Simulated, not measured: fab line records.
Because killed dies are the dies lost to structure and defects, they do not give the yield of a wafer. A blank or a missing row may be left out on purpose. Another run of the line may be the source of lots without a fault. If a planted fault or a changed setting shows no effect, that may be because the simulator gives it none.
Matching of chambers || flow sky130 || SKY_METAL4_ETCH_17 on rie-diel-02 has 4 sister chambers
The step etches SiO2 in C4F8/O2/Ar, stops on TiN, time 3.9 s, target depth 15 nm. 8 wafers are shown with their chamber, then 8 later ones without.

## EACH WAFER AND ITS CHAMBER
{"wafer": "L080.2", "chamber": 1, "oes-product-au (a.u.)": 0.754}
{"wafer": "L084.1", "chamber": 0, "oes-product-au (a.u.)": 0.756}
{"wafer": "L086.1", "chamber": 1, "oes-product-au (a.u.)": 0.760}
{"wafer": "L086.5", "chamber": 3, "oes-product-au (a.u.)": 0.762}
{"wafer": "L088.1", "chamber": 3, "oes-product-au (a.u.)": 0.741}
{"wafer": "L088.2", "chamber": 0, "oes-product-au (a.u.)": 0.765}
{"wafer": "L088.4", "chamber": 2, "oes-product-au (a.u.)": 0.771}
{"wafer": "L089.2", "chamber": 2, "oes-product-au (a.u.)": 0.740}

## WAFERS WITH NO CHAMBER GIVEN
{"wafer": "L089.4", "oes-product-au (a.u.)": 0.753}
{"wafer": "L089.5", "oes-product-au (a.u.)": 0.762}
{"wafer": "L090.1", "oes-product-au (a.u.)": 0.754}
{"wafer": "L090.4", "oes-product-au (a.u.)": 0.767}
{"wafer": "L090.6", "oes-product-au (a.u.)": 0.752}
{"wafer": "L094.1", "oes-product-au (a.u.)": 0.760}
{"wafer": "L094.3", "oes-product-au (a.u.)": 0.751}
{"wafer": "L094.4", "oes-product-au (a.u.)": 0.766}

## EACH ONE'S CHAMBER
{"wafer": "L089.4", "from the rows above": "can't be placed: 3 or 2 or 1 or 0", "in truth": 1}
{"wafer": "L089.5", "from the rows above": "can't be placed: 0 or 1 or 2 or 3", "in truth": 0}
{"wafer": "L090.1", "from the rows above": "can't be placed: 2 or 3 or 1 or 0", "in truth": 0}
{"wafer": "L090.4", "from the rows above": "can't be placed: 0 or 1 or 2 or 3", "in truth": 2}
{"wafer": "L090.6", "from the rows above": "can't be placed: 3 or 2 or 1 or 0", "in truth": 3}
{"wafer": "L094.1", "from the rows above": "can't be placed: 0 or 1 or 2 or 3", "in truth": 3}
{"wafer": "L094.3", "from the rows above": "can't be placed: 3 or 2 or 1 or 0", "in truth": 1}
{"wafer": "L094.4", "from the rows above": "can't be placed: 0 or 1 or 2 or 3", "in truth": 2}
Correct placement for 0 of the 8. Not placeable from these rows: 8 (in 8, the candidates include the true chamber). Wrongly placed: 0.
How it was worked out, from the rows above alone: a wafer's distance from a chamber is the root of the sum, over the readings, of the square of ((its reading less the chamber's mean) divided by the reading's scatter). If the next closest chamber is less than 2 further off than the closest, the wafer can't be placed; otherwise it belongs to the closest. Each chamber's mean is taken over the wafers shown for it. The scatter is the square root of a quotient: the sum, over the shown wafers, of each reading's squared deviation from its chamber's mean, divided by wafers minus chambers.
